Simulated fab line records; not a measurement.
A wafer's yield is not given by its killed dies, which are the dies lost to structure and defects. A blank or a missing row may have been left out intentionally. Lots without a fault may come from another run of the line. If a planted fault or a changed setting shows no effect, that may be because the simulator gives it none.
fab line records / flow sky130
record lots=6 wafers=18 lastDay=50
route steps=708 shown SD_P@326 RES_XHIGH@332 SD_N@342
lots that met no fault: from a run of the same line without faults
startH: hours from the record's opening day to when the first of the lot's shown wafers began / waitH: hours from the lot's prior step to this one / " same as the row above / L1.1+2: several wafers, shown together as one row / - value missing, or start not given / * or withheld: withheld / < > ~ a bound
route shown NAME@n: a module of which the file shows steps, and the number in the route of the first / usual: mean/standard deviation taken from wafers without a fault / same: alike in all rows / chamber/n: place in a boat / sites: readings site by site / _std_site: how widely they spread, as a standard deviation / _edge_site: inner sites' mean taken away from outer sites' mean / radiusMm: how far each site lies from the wafer's centre / mask NAME#n: copy n / behind: the last tool/chamber to shape the wafer / hold: why the lot was held/for how many hours/how that ended / device: which transistor (n, p or np) failed to switch / end of line: the same wafers' tests at the end of the route / where a step has no rows: the recipe by itself / killed: count of dies lost to structure and defects at first sort (not the wafer's yield) / map: per-die view of a wafer (x killed, . not killed, _ where there is no die)
set.NAME: the setting the step ran with; set.NAME@STEP: the setting that earlier step ran with / model.NAME: the simulator's own value behind a step, which no gauge read
certain route steps with their lots: each step a table, each wafer a row
services: a tool's chamber out of use, with start hour (startH, from the record's first day; less than 0 if before it), hours out, and reason
## steps
# step SKY_SD_P_DEVELOP_06
# recipe resist=NOVOLAK developer=TMAH developTimeS=60 devTempC=23
# step SKY_SD_P_CD_MEAS_07
# recipe targetCdNm=380
# usual cdNm=379.6/2.4
lot.wafer=L559.2 tool=cdSem-01 chamber=- startH=580.14 waitH=0.1 cdNm=379.2
lot.wafer=L559.4 tool=cdSem-01 chamber=- startH=580.14 waitH=0.1 cdNm=378.4
lot.wafer=L559.6 tool=cdSem-01 chamber=- startH=580.14 waitH=0.1 cdNm=378.3
lot.wafer=L560.1 tool=cdSem-01 chamber=- startH=601.72 waitH=0.1 cdNm=376.7
lot.wafer=L560.5 tool=cdSem-01 chamber=- startH=601.72 waitH=0.1 cdNm=378.2
lot.wafer=L560.6 tool=cdSem-01 chamber=- startH=601.72 waitH=0.1 cdNm=376.5
lot.wafer=L570.3 tool=cdSem-01 chamber=- startH=707.95 waitH=0.1 cdNm=381.0
lot.wafer=L570.4 tool=cdSem-01 chamber=- startH=707.95 waitH=0.1 cdNm=381.3
lot.wafer=L570.5 tool=cdSem-01 chamber=- startH=707.95 waitH=0.1 cdNm=380.6
lot.wafer=L572.1 tool=cdSem-02 chamber=- startH=713.85 waitH=0.1 cdNm=379.2
lot.wafer=L572.3 tool=cdSem-02 chamber=- startH=713.85 waitH=0.1 cdNm=378.5
lot.wafer=L572.5 tool=cdSem-02 chamber=- startH=713.85 waitH=0.1 cdNm=379.5
lot.wafer=L575.2 tool=cdSem-01 chamber=- startH=724.62 waitH=0.1 cdNm=380.7
lot.wafer=L575.5 tool=cdSem-01 chamber=- startH=724.62 waitH=0.1 cdNm=377.3
lot.wafer=L575.6 tool=cdSem-01 chamber=- startH=724.62 waitH=0.1 cdNm=381.6
lot.wafer=L580.4 tool=cdSem-01 chamber=- startH=757.33 waitH=0.1 cdNm=378.8
lot.wafer=L580.5 tool=cdSem-01 chamber=- startH=757.33 waitH=0.1 cdNm=380.8
lot.wafer=L580.6 tool=cdSem-01 chamber=- startH=757.33 waitH=0.1 cdNm=381.3
# step SKY_SD_P_OVL_MEAS_08
# usual SD_P_OVL=-0.1/1.6
lot.wafer=L559.2 tool=overlay-01 chamber=- startH=580.24 waitH=0.1 SD_P_OVL[nm]=-0.1
lot.wafer=L559.4 tool=overlay-01 chamber=- startH=580.24 waitH=0.1 SD_P_OVL[nm]=-1.9
lot.wafer=L559.6 tool=overlay-01 chamber=- startH=580.24 waitH=0.1 SD_P_OVL[nm]=2.5
lot.wafer=L560.1 tool=overlay-01 chamber=- startH=601.84 waitH=0.1 SD_P_OVL[nm]=-1.3
lot.wafer=L560.5 tool=overlay-01 chamber=- startH=601.84 waitH=0.1 SD_P_OVL[nm]=-0.2
lot.wafer=L560.6 tool=overlay-01 chamber=- startH=601.84 waitH=0.1 SD_P_OVL[nm]=-0.9
lot.wafer=L570.3 tool=overlay-01 chamber=- startH=708.04 waitH=0.1 SD_P_OVL[nm]=-2.6
lot.wafer=L570.4 tool=overlay-01 chamber=- startH=708.04 waitH=0.1 SD_P_OVL[nm]=-1.2
lot.wafer=L570.5 tool=overlay-01 chamber=- startH=708.04 waitH=0.1 SD_P_OVL[nm]=-2.6
lot.wafer=L572.1 tool=overlay-01 chamber=- startH=713.97 waitH=0.1 SD_P_OVL[nm]=1.9
lot.wafer=L572.3 tool=overlay-01 chamber=- startH=713.97 waitH=0.1 SD_P_OVL[nm]=1.6
lot.wafer=L572.5 tool=overlay-01 chamber=- startH=713.97 waitH=0.1 SD_P_OVL[nm]=2.2
lot.wafer=L575.2 tool=overlay-02 chamber=- startH=724.72 waitH=0.1 SD_P_OVL[nm]=-1.9
lot.wafer=L575.5 tool=overlay-02 chamber=- startH=724.72 waitH=0.1 SD_P_OVL[nm]=1.1
lot.wafer=L575.6 tool=overlay-02 chamber=- startH=724.72 waitH=0.1 SD_P_OVL[nm]=0.7
lot.wafer=L580.4 tool=overlay-02 chamber=- startH=757.40 waitH=0.1 SD_P_OVL[nm]=0.7
lot.wafer=L580.5 tool=overlay-02 chamber=- startH=757.40 waitH=0.1 SD_P_OVL[nm]=0.5
lot.wafer=L580.6 tool=overlay-02 chamber=- startH=757.40 waitH=0.1 SD_P_OVL[nm]=-1.1
# step SKY_SD_P_IMPLANT_09
# recipe species=BF2 energyKev=20 doseCm2=3e+15 tiltDeg=0
# step SKY_SD_P_STRIP_10
# recipe chemistry=O2/N2 powerW=1400 pressureMtorr=1500 platenTempC=withheld o2FlowSccm=3000 n2FlowSccm=300 overashFraction=0.5
# usual drypumpMotorCurrentA=5.99/0.24 oesProductAu=0.618/0.0045 stripTimeToEndpointS=17.56/0.036
lot.wafer=L559.2 tool=plasmaAsher-02 chamber=1 startH=580.42 waitH=0.1 drypumpMotorCurrentA=5.52 oesProductAu=0.623 rfHoursCounterH=17 stripTimeToEndpointS=17.56
lot.wafer=L559.4 tool=plasmaAsher-02 chamber=0 startH=580.42 waitH=0.1 drypumpMotorCurrentA=5.96 oesProductAu=0.612 rfHoursCounterH=- stripTimeToEndpointS=17.58
lot.wafer=L559.6 tool=plasmaAsher-02 chamber=1 startH=580.42 waitH=0.1 drypumpMotorCurrentA=5.50 oesProductAu=0.626 rfHoursCounterH=- stripTimeToEndpointS=17.58
lot.wafer=L560.1 tool=plasmaAsher-02 chamber=0 startH=602.02 waitH=0.1 drypumpMotorCurrentA=5.91 oesProductAu=0.612 rfHoursCounterH=18 stripTimeToEndpointS=17.55
lot.wafer=L560.5 tool=plasmaAsher-02 chamber=1 startH=602.02 waitH=0.1 drypumpMotorCurrentA=5.50 oesProductAu=0.618 rfHoursCounterH=- stripTimeToEndpointS=17.53
lot.wafer=L560.6 tool=plasmaAsher-02 chamber=0 startH=602.02 waitH=0.1 drypumpMotorCurrentA=5.93 oesProductAu=0.621 rfHoursCounterH=- stripTimeToEndpointS=17.57
lot.wafer=L570.3 tool=plasmaAsher-04 chamber=0 startH=708.25 waitH=0.1 drypumpMotorCurrentA=6.03 oesProductAu=0.623 rfHoursCounterH=- stripTimeToEndpointS=17.57
lot.wafer=L570.4 tool=plasmaAsher-04 chamber=1 startH=708.25 waitH=0.1 drypumpMotorCurrentA=6.30 oesProductAu=0.617 rfHoursCounterH=- stripTimeToEndpointS=17.55
lot.wafer=L570.5 tool=plasmaAsher-04 chamber=0 startH=708.25 waitH=0.1 drypumpMotorCurrentA=5.98 oesProductAu=0.617 rfHoursCounterH=- stripTimeToEndpointS=17.52
lot.wafer=L572.1 tool=plasmaAsher-01 chamber=0 startH=714.15 waitH=0.1 drypumpMotorCurrentA=6.14 oesProductAu=0.613 rfHoursCounterH=88 stripTimeToEndpointS=17.52
lot.wafer=L572.3 tool=plasmaAsher-01 chamber=0 startH=714.15 waitH=0.1 drypumpMotorCurrentA=6.13 oesProductAu=0.622 rfHoursCounterH=- stripTimeToEndpointS=17.55
lot.wafer=L572.5 tool=plasmaAsher-01 chamber=0 startH=714.15 waitH=0.1 drypumpMotorCurrentA=6.14 oesProductAu=0.612 rfHoursCounterH=- stripTimeToEndpointS=17.50
lot.wafer=L575.2 tool=plasmaAsher-04 chamber=0 startH=724.90 waitH=0.1 drypumpMotorCurrentA=5.99 oesProductAu=0.617 rfHoursCounterH=106 stripTimeToEndpointS=17.54
lot.wafer=L575.5 tool=plasmaAsher-04 chamber=0 startH=724.90 waitH=0.1 drypumpMotorCurrentA=5.99 oesProductAu=0.623 rfHoursCounterH=- stripTimeToEndpointS=17.55
lot.wafer=L575.6 tool=plasmaAsher-04 chamber=1 startH=724.90 waitH=0.1 drypumpMotorCurrentA=6.29 oesProductAu=0.610 rfHoursCounterH=- stripTimeToEndpointS=17.52
lot.wafer=L580.4 tool=plasmaAsher-01 chamber=0 startH=757.61 waitH=0.1 drypumpMotorCurrentA=6.14 oesProductAu=0.624 rfHoursCounterH=- stripTimeToEndpointS=17.56
lot.wafer=L580.5 tool=plasmaAsher-01 chamber=1 startH=757.61 waitH=0.1 drypumpMotorCurrentA=6.10 oesProductAu=0.621 rfHoursCounterH=- stripTimeToEndpointS=17.60
lot.wafer=L580.6 tool=plasmaAsher-01 chamber=0 startH=757.61 waitH=0.1 drypumpMotorCurrentA=6.16 oesProductAu=0.622 rfHoursCounterH=- stripTimeToEndpointS=17.57
# step SKY_SD_P_TW_MEAS_11
# usual SD_P_TW=2834/58
lot.wafer=L559.2 tool=filmMetro-03 chamber=- startH=580.53 waitH=0.1 SD_P_TW=2793
lot.wafer=L559.4 tool=filmMetro-03 chamber=- startH=580.53 waitH=0.1 SD_P_TW=2792
lot.wafer=L559.6 tool=filmMetro-03 chamber=- startH=580.53 waitH=0.1 SD_P_TW=2797
lot.wafer=L560.1 tool=filmMetro-02 chamber=- startH=602.12 waitH=0.1 SD_P_TW=2933
lot.wafer=L560.5 tool=filmMetro-02 chamber=- startH=602.12 waitH=0.1 SD_P_TW=2929
lot.wafer=L560.6 tool=filmMetro-02 chamber=- startH=602.12 waitH=0.1 SD_P_TW=2929
lot.wafer=L570.3 tool=filmMetro-01 chamber=- startH=708.34 waitH=0.1 SD_P_TW=2795
lot.wafer=L570.4 tool=filmMetro-01 chamber=- startH=708.34 waitH=0.1 SD_P_TW=2795
lot.wafer=L570.5 tool=filmMetro-01 chamber=- startH=708.34 waitH=0.1 SD_P_TW=2798
lot.wafer=L572.1 tool=filmMetro-02 chamber=- startH=714.25 waitH=0.1 SD_P_TW=2896
lot.wafer=L572.3 tool=filmMetro-02 chamber=- startH=714.25 waitH=0.1 SD_P_TW=2897
lot.wafer=L572.5 tool=filmMetro-02 chamber=- startH=714.25 waitH=0.1 SD_P_TW=2890
lot.wafer=L575.2 tool=filmMetro-01 chamber=- startH=725.01 waitH=0.1 SD_P_TW=2797
lot.wafer=L575.5 tool=filmMetro-01 chamber=- startH=725.01 waitH=0.1 SD_P_TW=2813
lot.wafer=L575.6 tool=filmMetro-01 chamber=- startH=725.01 waitH=0.1 SD_P_TW=2805
lot.wafer=L580.4 tool=filmMetro-03 chamber=- startH=757.70 waitH=0.1 SD_P_TW=2784
lot.wafer=L580.5 tool=filmMetro-03 chamber=- startH=757.70 waitH=0.1 SD_P_TW=2778
lot.wafer=L580.6 tool=filmMetro-03 chamber=- startH=757.70 waitH=0.1 SD_P_TW=2783
# step SKY_RES_XHIGH_DEHYDRATE_00
# recipe tempC=200 timeS=60
# step SKY_RES_XHIGH_HMDS_01
# recipe primeTimeS=60 primeTempC=120
# step SKY_RES_XHIGH_COAT_02
# recipe resist=NOVOLAK spinRpm=3000 resistThkNm=1140
# step SKY_RES_XHIGH_SOFTBAKE_03
# recipe tempC=90 timeS=60 resist=NOVOLAK
# step SKY_RES_XHIGH_EXPOSE_04
# recipe maskId=URPM na=0.6 sourceShape=conventional sigmaOuter=0.6 polarization=unpolarized targetCdNm=1270 doseMj=140
# step SKY_RES_XHIGH_PEB_05
# recipe tempC=withheld timeS=* resist=NOVOLAK
# step SKY_RES_XHIGH_DEVELOP_06
# recipe resist=NOVOLAK developer=TMAH developTimeS=60 devTempC=23
# usual chillPlateTempC=22.99/0.11 developTimeS=60/0
lot.wafer=L559.2 tool=lithoTrack-01 chamber=0 startH=609.55 waitH=0.1 chillPlateTempC=22.93 developTimeS=60
lot.wafer=L559.4 tool=lithoTrack-01 chamber=0 startH=609.55 waitH=0.1 chillPlateTempC=22.77 developTimeS=60
lot.wafer=L559.6 tool=lithoTrack-01 chamber=0 startH=609.55 waitH=0.1 chillPlateTempC=22.93 developTimeS=60
lot.wafer=L560.1 tool=lithoTrack-03 chamber=0 startH=629.66 waitH=0.1 chillPlateTempC=23.11 developTimeS=60
lot.wafer=L560.5 tool=lithoTrack-03 chamber=0 startH=629.66 waitH=0.1 chillPlateTempC=22.91 developTimeS=60
lot.wafer=L560.6 tool=lithoTrack-03 chamber=0 startH=629.66 waitH=0.1 chillPlateTempC=23.03 developTimeS=60
lot.wafer=L570.3 tool=lithoTrack-01 chamber=- startH=735.42 waitH=0.1 chillPlateTempC=- developTimeS=-
lot.wafer=L570.4 tool=lithoTrack-01 chamber=- startH=735.42 waitH=0.1 chillPlateTempC=- developTimeS=-
lot.wafer=L570.5 tool=lithoTrack-01 chamber=- startH=735.42 waitH=0.1 chillPlateTempC=- developTimeS=-
lot.wafer=L572.1 tool=lithoTrack-01 chamber=- startH=741.62 waitH=0.1 chillPlateTempC=- developTimeS=-
lot.wafer=L572.3 tool=lithoTrack-01 chamber=- startH=741.62 waitH=0.1 chillPlateTempC=- developTimeS=-
lot.wafer=L572.5 tool=lithoTrack-01 chamber=- startH=741.62 waitH=0.1 chillPlateTempC=- developTimeS=-
lot.wafer=L575.2 tool=lithoTrack-03 chamber=0 startH=751.59 waitH=0.1 chillPlateTempC=22.89 developTimeS=60
lot.wafer=L575.5 tool=lithoTrack-03 chamber=0 startH=751.59 waitH=0.1 chillPlateTempC=22.96 developTimeS=60
lot.wafer=L575.6 tool=lithoTrack-03 chamber=0 startH=751.59 waitH=0.1 chillPlateTempC=23.04 developTimeS=60
lot.wafer=L580.4 tool=lithoTrack-03 chamber=0 startH=784.49 waitH=0.1 chillPlateTempC=23.01 developTimeS=60
lot.wafer=L580.5 tool=lithoTrack-03 chamber=0 startH=784.49 waitH=0.1 chillPlateTempC=22.82 developTimeS=60
lot.wafer=L580.6 tool=lithoTrack-03 chamber=0 startH=784.49 waitH=0.1 chillPlateTempC=23.06 developTimeS=60
# step SKY_RES_XHIGH_IMPLANT_07
# recipe species=BF2 energyKev=20 doseCm2=3.6e+14 tiltDeg=0
# step SKY_RES_XHIGH_STRIP_08
# recipe chemistry=O2/N2 powerW=1400 pressureMtorr=1500 platenTempC=withheld o2FlowSccm=3000 n2FlowSccm=300 overashFraction=0.5
# usual drypumpMotorCurrentA=6.13/0.17 oesProductAu=0.711/0.0047 stripTimeToEndpointS=14.25/0.033
lot.wafer=L559.2 tool=plasmaAsher-01 chamber=0 startH=609.82 waitH=0.1 drypumpMotorCurrentA=6.14 oesProductAu=0.710 rfHoursCounterH=78 stripTimeToEndpointS=14.22
lot.wafer=L559.4 tool=plasmaAsher-01 chamber=0 startH=609.82 waitH=0.1 drypumpMotorCurrentA=6.14 oesProductAu=0.714 rfHoursCounterH=- stripTimeToEndpointS=14.18
lot.wafer=L559.6 tool=plasmaAsher-01 chamber=0 startH=609.82 waitH=0.1 drypumpMotorCurrentA=6.15 oesProductAu=0.715 rfHoursCounterH=- stripTimeToEndpointS=14.22
lot.wafer=L560.1 tool=plasmaAsher-03 chamber=0 startH=629.96 waitH=0.1 drypumpMotorCurrentA=6.45 oesProductAu=0.718 rfHoursCounterH=47 stripTimeToEndpointS=14.24
lot.wafer=L560.5 tool=plasmaAsher-03 chamber=1 startH=629.96 waitH=0.1 drypumpMotorCurrentA=5.80 oesProductAu=0.715 rfHoursCounterH=- stripTimeToEndpointS=14.20
lot.wafer=L560.6 tool=plasmaAsher-03 chamber=0 startH=629.96 waitH=0.1 drypumpMotorCurrentA=6.46 oesProductAu=0.712 rfHoursCounterH=- stripTimeToEndpointS=14.24
lot.wafer=L570.3 tool=plasmaAsher-01 chamber=0 startH=735.71 waitH=0.1 drypumpMotorCurrentA=6.13 oesProductAu=0.696 rfHoursCounterH=- stripTimeToEndpointS=14.29
lot.wafer=L570.4 tool=plasmaAsher-01 chamber=1 startH=735.71 waitH=0.1 drypumpMotorCurrentA=6.11 oesProductAu=0.705 rfHoursCounterH=- stripTimeToEndpointS=14.22
lot.wafer=L570.5 tool=plasmaAsher-01 chamber=1 startH=735.71 waitH=0.1 drypumpMotorCurrentA=6.08 oesProductAu=0.705 rfHoursCounterH=- stripTimeToEndpointS=14.26
lot.wafer=L572.1 tool=plasmaAsher-01 chamber=1 startH=741.92 waitH=0.1 drypumpMotorCurrentA=6.11 oesProductAu=0.712 rfHoursCounterH=91 stripTimeToEndpointS=14.28
lot.wafer=L572.3 tool=plasmaAsher-01 chamber=0 startH=741.92 waitH=0.1 drypumpMotorCurrentA=6.15 oesProductAu=0.711 rfHoursCounterH=- stripTimeToEndpointS=14.22
lot.wafer=L572.5 tool=plasmaAsher-01 chamber=0 startH=741.92 waitH=0.1 drypumpMotorCurrentA=6.15 oesProductAu=0.710 rfHoursCounterH=- stripTimeToEndpointS=14.22
lot.wafer=L575.2 tool=plasmaAsher-01 chamber=0 startH=751.86 waitH=0.1 drypumpMotorCurrentA=6.14 oesProductAu=0.705 rfHoursCounterH=92 stripTimeToEndpointS=14.28
lot.wafer=L575.5 tool=plasmaAsher-01 chamber=0 startH=751.86 waitH=0.1 drypumpMotorCurrentA=6.14 oesProductAu=0.704 rfHoursCounterH=- stripTimeToEndpointS=14.26
lot.wafer=L575.6 tool=plasmaAsher-01 chamber=1 startH=751.86 waitH=0.1 drypumpMotorCurrentA=6.09 oesProductAu=0.707 rfHoursCounterH=- stripTimeToEndpointS=14.23
lot.wafer=L580.4 tool=plasmaAsher-01 chamber=1 startH=784.75 waitH=0.1 drypumpMotorCurrentA=6.10 oesProductAu=0.719 rfHoursCounterH=- stripTimeToEndpointS=14.22
lot.wafer=L580.5 tool=plasmaAsher-01 chamber=1 startH=784.75 waitH=0.1 drypumpMotorCurrentA=6.08 oesProductAu=0.711 rfHoursCounterH=- stripTimeToEndpointS=14.26
lot.wafer=L580.6 tool=plasmaAsher-01 chamber=0 startH=784.75 waitH=0.1 drypumpMotorCurrentA=6.16 oesProductAu=0.712 rfHoursCounterH=- stripTimeToEndpointS=14.23
# step SKY_RES_XHIGH_TW_MEAS_09
# usual RES_XHIGH_TW=1646/33
lot.wafer=L559.2 tool=filmMetro-01 chamber=- startH=609.93 waitH=0.1 RES_XHIGH_TW=1625
lot.wafer=L559.4 tool=filmMetro-01 chamber=- startH=609.93 waitH=0.1 RES_XHIGH_TW=1616
lot.wafer=L559.6 tool=filmMetro-01 chamber=- startH=609.93 waitH=0.1 RES_XHIGH_TW=1624
lot.wafer=L560.1 tool=filmMetro-03 chamber=- startH=630.06 waitH=0.1 RES_XHIGH_TW=1621
lot.wafer=L560.5 tool=filmMetro-03 chamber=- startH=630.06 waitH=0.1 RES_XHIGH_TW=1610
lot.wafer=L560.6 tool=filmMetro-03 chamber=- startH=630.06 waitH=0.1 RES_XHIGH_TW=1611
lot.wafer=L570.3 tool=filmMetro-02 chamber=- startH=735.79 waitH=0.1 RES_XHIGH_TW=31
lot.wafer=L570.4 tool=filmMetro-02 chamber=- startH=735.79 waitH=0.1 RES_XHIGH_TW=31
lot.wafer=L570.5 tool=filmMetro-02 chamber=- startH=735.79 waitH=0.1 RES_XHIGH_TW=31
lot.wafer=L572.1 tool=filmMetro-02 chamber=- startH=742.02 waitH=0.1 RES_XHIGH_TW=31
lot.wafer=L572.3 tool=filmMetro-02 chamber=- startH=742.02 waitH=0.1 RES_XHIGH_TW=31
lot.wafer=L572.5 tool=filmMetro-02 chamber=- startH=742.02 waitH=0.1 RES_XHIGH_TW=31
lot.wafer=L575.2 tool=filmMetro-01 chamber=- startH=751.97 waitH=0.1 RES_XHIGH_TW=1628
lot.wafer=L575.5 tool=filmMetro-01 chamber=- startH=751.97 waitH=0.1 RES_XHIGH_TW=1626
lot.wafer=L575.6 tool=filmMetro-01 chamber=- startH=751.97 waitH=0.1 RES_XHIGH_TW=1624
lot.wafer=L580.4 tool=filmMetro-02 chamber=- startH=784.84 waitH=0.1 RES_XHIGH_TW=1686
lot.wafer=L580.5 tool=filmMetro-02 chamber=- startH=784.84 waitH=0.1 RES_XHIGH_TW=1679
lot.wafer=L580.6 tool=filmMetro-02 chamber=- startH=784.84 waitH=0.1 RES_XHIGH_TW=1688
# step SKY_SD_N_DEHYDRATE_00
# recipe tempC=200 timeS=60
## services
tool=plasmaAsher-02 chamber=- startH=560.78 hours=0.3 kind=repair
tool=plasmaAsher-02 chamber=- startH=586.21 hours=9.7 kind=repair
tool=plasmaAsher-03 chamber=- startH=606.07 hours=7.9 kind=repair
tool=plasmaAsher-02 chamber=- startH=610.76 hours=11.4 kind=repair
tool=plasmaAsher-02 chamber=- startH=682.81 hours=1.2 kind=repair
tool=plasmaAsher-03 chamber=- startH=695.68 hours=0.5 kind=repair
tool=plasmaAsher-03 chamber=- startH=707.93 hours=1.4 kind=repair
tool=plasmaAsher-03 chamber=- startH=728.29 hours=8.6 kind=repair
tool=plasmaAsher-04 chamber=- startH=733.75 hours=9.0 kind=pm
tool=plasmaAsher-04 chamber=0 startH=733.75 hours=9.0 kind=ventCycle
tool=plasmaAsher-04 chamber=1 startH=733.75 hours=9.0 kind=ventCycle
tool=plasmaAsher-04 chamber=0 startH=742.75 hours=- kind=clean
tool=plasmaAsher-04 chamber=1 startH=742.75 hours=- kind=clean
## key
firstSign step=SKY_RES_XHIGH_DEVELOP_06 reading=toolRecord direction=missing
effect step=SKY_RES_XHIGH_TW_MEAS_09 reading=RES_XHIGH_TW direction=down sigmas=48 usual=1646 struck=31
metAt SKY_RES_XHIGH_DEVELOP_06
struckWafers L570.3,L570.4,L570.5,L572.1,L572.3,L572.5
sortLeftOut L570.3,L570.4,L570.5,L572.1,L572.3,L572.5
testerLeftOut L570,L572
onsetBetween 609.55 735.42
fault kind=skippedStepWhole tool=lithoTrack-01 chamber=- onsetH=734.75 steps=SKY_RES_XHIGH_DEVELOP_06 scope=struckLotsOnly
# testerLeftOut: of these lots the tester's yield and bins aren't shown, on N5 and GAA mostly nor the transistor test; their killed dies are dies lost to structure and defects alone, not to doping, threshold or leakage, so they don't give the yield
# sortLeftOut: the simulated sort isn't trusted on such a fault, so these wafers' sort isn't shown, and their yield isn't known
